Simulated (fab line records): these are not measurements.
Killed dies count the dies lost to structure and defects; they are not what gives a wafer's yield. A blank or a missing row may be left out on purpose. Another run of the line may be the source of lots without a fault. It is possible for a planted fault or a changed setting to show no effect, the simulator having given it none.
Problem report in the 8D (eight disciplines) form, filled by code / flow gf180mcu / the parts of the form that need people (team, actions taken, sign-off) are left out

== 1. WHAT IS WRONG ==
o2FlowSccm at GF_MVSD_STRIP_10 reads a mean of 2399 sccm on 6 wafers of 2 lots; wafers without a fault read 3001 sccm with a standard deviation of 8.6. That puts it -70 standard deviations away from the usual mean.
The step: strips in O2/N2.
First observed at day 8 09:02: wafer L678.1, on plasmaAsher-03. Wafers with a number at this step in the record: 42, from 14 lots. Rule for "out" (also "out of limits"): further than 4 standard deviations from the usual mean. Any other wafer with a number is counted as sound.

== 2. WHAT IT IS, WHAT IT ISN'T ==
question=which readings at this step | is=o2FlowSccm | is not=drypumpMotorCurrentA, heaterPowerW, n2FlowSccm
question=which lots | is=L678, L679 | is not=L662, L663, L664, L665, L666, L667, L668, L670, L671, L682, L683, L685
question=which wafers of those lots | is=all that have a number | is not=-
question=read on which tools | is=plasmaAsher-03 | is not=plasmaAsher-01, plasmaAsher-02
question=when | is=from day 8 09:02 | is not=up to then (27 sound wafers); but 9 sound wafers of L682, L683, L685 came after

== 3. THE SUSPECTS, EACH WITH WHAT RULES IT OUT ==
Counting: a tool at a process step up to the reading stays a suspect if it ran every lot that is out and no sound lot after the first of them.
- plasmaAsher-03 at GF_MVSD_STRIP_10 (strips in O2/N2): kept. All lots that are out passed through it, beginning with L678 at day 8 09:02, and no sound lot followed; its final sound lot before that point was L670 at day 6 09:38. Its own readings are out on those wafers: o2FlowSccm.
The count leaves plasmaAsher-03 at GF_MVSD_STRIP_10.

== 4. THE CAUSE (what the simulator had put in) ==
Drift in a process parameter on plasmaAsher-03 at GF_MVSD_STRIP_10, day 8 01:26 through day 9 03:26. Setting o2FlowSccm, moved by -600, from 3000. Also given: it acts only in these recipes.
The count eliminated every tool but this one.

== 5. THE EFFECT CHAIN, in route order ==
Each row: a reading where the mean over the struck wafers with a number is more than 3 standard deviations away from the usual. Only readings for which the record gives a usual standard deviation are gone through. hours: the time from each lot's start at the first step in this table that gives one to its start at this step, as a median over the lots. sigmas: the change in usual standard deviations.
hours=0; step=GF_MVSD_STRIP_10; reading=o2FlowSccm; usual=3001 sccm; on struck wafers=2399; change=-602; sigmas=-70
hours=0; step=GF_MVSD_STRIP_10; reading=stripTimeToEndpointS; usual=36.97 s; on struck wafers=37.57; change=+0.60; sigmas=+5.5
Process steps it contains:
- GF_MVSD_STRIP_10: strips in O2/N2.
Later steps that measure or inspect, where all struck wafers having a row at the step show a number for every such reading and not one has moved that far: GF_POLY_GATE_THK_MEAS_17, GF_PSD_RS_MEAS_14.

== 6. HOW IT WOULD HAVE BEEN CAUGHT EARLIER ==
First out-of-limits reading in this record: day 8 09:02, which is 8 hours after fault onset at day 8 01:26.
